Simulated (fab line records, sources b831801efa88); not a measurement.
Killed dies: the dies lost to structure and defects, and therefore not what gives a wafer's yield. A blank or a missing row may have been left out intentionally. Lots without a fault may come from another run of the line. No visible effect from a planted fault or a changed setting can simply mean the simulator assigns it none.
Split-lot experiment	flow sfqLine	5 lots, 23 wafers read, on a route of 325 steps

== ABOUT THE SPLIT ==
At SFQ_TRILAYER_I2_VIA_BARC_OPEN_VIA_ETCH_096 (etches BARC in O2, target depth 125 nm, time 41.7 s), the setting sourceW was moved away from the recipe's 500 W on 9 of the 23 wafers read, by -5.8% to +9.7%. All remaining wafers had this setting at the recipe value.

No step appears in the file between the split and the reading.

== THE READING ==
KrF_of_TRILAYER_I2_VIA_LITHO_COAT_067.thkNm (the simulator's own value, which no gauge read), in nm, at SFQ_TRILAYER_I2_VIA_ETCH_VIA_ETCH_070 (etches SiO2 in CHF3, stops on Nb, target depth 260 nm). The file gives no usual value for it. The 14 wafers here that ran the recipe average 529.3 nm, standard deviation 2 nm.

wafer	tool, chamber at the split	sourceW as run, W	against the recipe	KrF_of_TRILAYER_I2_VIA_LITHO_COAT_067.thkNm, nm	against lot-mates on the recipe
L074.2	rieDiel-02, 1	474.2	-5.2%	528.7	+1.9
L074.3	rieDiel-02, 0	474.2	-5.2%	530.2	+3.4
L074.4	rieDiel-02, 2	500	recipe	525.7	-
L074.5	rieDiel-02, 2	500	recipe	529.2	-
L074.6	rieDiel-02, 1	500	recipe	525.6	-
L076.2	rieDiel-02, 3	548.7	+9.7%	519.9	-9.0
L076.3	rieDiel-02, 1	500	recipe	529.4	-
L076.4	rieDiel-02, 0	500	recipe	529.3	-
L076.5	rieDiel-02, 1	548.7	+9.7%	523.2	-5.7
L076.6	rieDiel-02, 2	500	recipe	528	-
L080.2	rieDiel-03, 3	500	recipe	532.1	-
L080.3	rieDiel-03, 1	500	recipe	531.3	-
L080.6	rieDiel-03, 1	500	recipe	531.3	-
L083.1	rieDiel-03, 1	521.7	+4.3%	525.9	-4.7
L083.2	rieDiel-03, 2	500	recipe	530.3	-
L083.4	rieDiel-03, 0	500	recipe	531.2	-
L083.5	rieDiel-03, 1	500	recipe	530.3	-
L083.6	rieDiel-03, 0	521.7	+4.3%	529.2	-1.4
L084.1	rieDiel-02, 3	500	recipe	526.6	-
L084.3	rieDiel-02, 1	471.1	-5.8%	533	+4.5
L084.4	rieDiel-02, 2	500	recipe	530.4	-
L084.5	rieDiel-02, 2	471.1	-5.8%	534	+5.5
L084.6	rieDiel-02, 1	471.1	-5.8%	536.2	+7.7

FIT RESULTS
A straight line over all 23 wafers: KrF_of_TRILAYER_I2_VIA_LITHO_COAT_067.thkNm changes by -0.672 nm for each +1% of sourceW; r = -0.78; the points scatter about the line by 2.3 nm.
The same after taking each lot's own level away (the mean of its wafers on the recipe; 23 wafers): -0.785 nm for each +1%; r = -0.92; scatter 1.5 nm.
According to that fit, moving sourceW by its largest amount changes the reading by 7.6 nm.
The span of the lots' own levels, 526.83 to 531.57 nm, comes to 2.3 times the standard deviation stated above.
So the lot-to-lot level blurs the effect unless lot-mates are compared.
Check: with one of the wafers moved furthest among these (+9.7%) left out of the fit, the line predicts -6.93 nm for it against its lot-mates. It came out at -9 nm against them.

== THE WHOLE CHAIN: every reading that the file lists as answering this split, in the file's order ==
step	what it does	reading	change (the file's fit)	r (the file's)
SFQ_TRILAYER_I2_VIA_BARC_OPEN_VIA_ETCH_096	etches BARC in O2, target depth 125 nm, time 41.7 s	KrF_of_TRILAYER_I2_VIA_LITHO_COAT_067.thkNm (the simulator's own value, which no gauge read)	-0.653 nm for each +1% of the setting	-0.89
SFQ_TRILAYER_I2_VIA_ETCH_VIA_ETCH_070	etches SiO2 in CHF3, stops on Nb, target depth 260 nm	KrF_of_TRILAYER_I2_VIA_LITHO_COAT_067.thkNm (the simulator's own value, which no gauge read)	-0.763 nm for each +1% of the setting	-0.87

== THE FILE'S OWN FIT ==
KrF_of_TRILAYER_I2_VIA_LITHO_COAT_067.thkNm changes by -0.763 nm for each +1% of sourceW, r = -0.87.
